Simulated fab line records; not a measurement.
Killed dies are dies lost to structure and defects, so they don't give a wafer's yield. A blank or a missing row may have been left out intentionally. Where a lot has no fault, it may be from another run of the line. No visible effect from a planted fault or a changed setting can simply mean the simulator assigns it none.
Chamber matching ; flow sky130 ; 4 sister chambers for SKY_FIELD_ISO_ETCH_17 on rie_si-01
The step etches Si in HBr/Cl2/O2, target depth 342 nm, time 97.7 s. 4 wafers are shown with their chamber, then 8 later ones without.

== WAFERS, EACH WITH ITS CHAMBER ==
wafer;chamber;drypump_motor_current_A (A)
L682.2;3;6.2
L682.3;1;5.5
L682.5;0;5.5
L683.1;2;5.9

== WAFERS WITH NO CHAMBER GIVEN ==
wafer;drypump_motor_current_A (A)
L683.2;5.6
L683.4;6.2
L684.4;5.9
L684.5;6.2
L684.6;5.5
L686.1;6.2
L686.4;5.5
L686.5;5.5

== WHICH CHAMBER EACH ONE RAN IN ==
wafer;from the rows above;in truth
L683.2;can't be placed: 0 or 1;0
L683.4;3;3
L684.4;2;2
L684.5;3;3
L684.6;can't be placed: 0 or 1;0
L686.1;3;3
L686.4;can't be placed: 0 or 1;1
L686.5;can't be placed: 0 or 1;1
4 of 8 placed correctly. Unplaceable from these rows: 4, with the true chamber sitting among the candidates in 4. Placed wrongly: 0.
How it was worked out, from the rows above alone: a wafer's distance from a chamber is the root of the sum, over the readings, of the square of ((its reading less the chamber's mean) divided by the reading's scatter). The wafer belongs to the nearest chamber; if the next one is less than 2 further off, it can't be placed. A chamber's mean is the mean of its shown wafers. The scatter: root of mean squared gap, hidden wafer to nearest shown wafer, with one shown wafer a chamber.
